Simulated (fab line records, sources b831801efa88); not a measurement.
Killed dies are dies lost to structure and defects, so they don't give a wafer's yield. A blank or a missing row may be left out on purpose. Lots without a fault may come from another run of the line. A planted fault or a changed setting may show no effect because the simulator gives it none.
Problem report in the 8D (eight disciplines) form, filled by code | flow sfq_line | the parts of the form that need people (team, actions taken, sign-off) are left out

1. THE PROBLEM
time_to_endpoint_s at SFQ_TRILAYER_I7_CMP_CMP_184 reads a mean of 277 s on 3 wafers of 3 lots; wafers without a fault read 212 s with a standard deviation of 7.8. That is +8.3 standard deviations from the usual mean.
The step: polishes SiO2.
First seen on wafer L139.3, day 71 05:52, on cmp-01. The record holds 45 wafers of 15 lots with a number at this step. Rule for "out", or "out of limits": more than 4 standard deviations from the usual mean. The other wafers with a number count as sound.

2. WHAT IT IS AND WHAT IT IS NOT
question                    | is                     | is not
which readings at this step | time_to_endpoint_s     | motor_current_A, slurry_flow_ml_min
which lots                  | L139, L141, L144       | L124, L125, L126, L127, L128, L130, L131, L132, L133, L134, L135, L146
which wafers of those lots  | L139.3, L141.3, L144.3 | L139.4, L139.6, L141.1, L141.4, L144.1, L144.4
read on which tools         | cmp-01                 | cmp-02
when                        | from day 71 05:52      | up to then (34 sound wafers); but 8 sound wafers of L139, L141, L144, L146 came after

3. SUSPECTS, AND WHAT RULES EACH OUT
Counting: a tool at a process step up to the reading stays a suspect if it ran every lot that is out. Sound lots after the first of them don't rule it out here, since some wafers of a struck lot are sound.
- cmp-01 at SFQ_TRILAYER_I7_CMP_CMP_184 (polishes SiO2): kept. It ran every lot that is out, first L139 (day 71 05:52); its last sound lot up to then is L135 (day 70 05:18). Its own readings are out on those wafers: time_to_endpoint_s.
Left after counting: cmp-01 at SFQ_TRILAYER_I7_CMP_CMP_184.

4. THE CAUSE (what the simulator had put in)
Process parameter drift: cmp-01, from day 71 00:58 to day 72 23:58, at SFQ_TRILAYER_I7_CMP_CMP_184. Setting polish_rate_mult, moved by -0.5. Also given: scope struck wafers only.
Counting left only this tool.

5. THE CHAIN OF EFFECTS, in route order
Each row: a reading whose mean over the struck wafers that have a number lies more than 3 standard deviations from the usual. Only readings for which the record gives a usual standard deviation are gone through. hours: the time from each lot's start at the first step in this table that gives one to its start at this step, as a median over the lots. sigmas: the change in usual standard deviations.
hours | step                                  | reading            | usual      | on struck wafers | change | sigmas
0     | SFQ_TRILAYER_I7_CMP_CMP_184           | time_to_endpoint_s | 212 s      | 277              | +65    | +8.3
3     | SFQ_TRILAYER_I7_METRO_MEASURE_185     | thk_nm             | 199.8 nm   | 304.5            | +104.7 | +87
89    | SFQ_TRILAYER_I7_VIA_ETCH_VIA_ETCH_190 | oes_product_au     | 0.854 a.u. | 1.002            | +0.148 | +26
The process steps in it:
- SFQ_TRILAYER_I7_CMP_CMP_184: polishes SiO2.
- SFQ_TRILAYER_I7_METRO_MEASURE_185
- SFQ_TRILAYER_I7_VIA_ETCH_VIA_ETCH_190: etches SiO2 in CHF3, stops on Nb, target depth 260 nm.
Later measuring or inspecting steps at which every struck wafer that the step has a row for has a number for every such reading, and none has moved that far: SFQ_M8_THK_MEAS_950, SFQ_M8_BOW_MEAS_951.

6. WHAT WOULD HAVE CAUGHT IT SOONER
In this record the first reading out of limits was taken at day 71 05:52, 5 hours after the fault began at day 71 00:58.
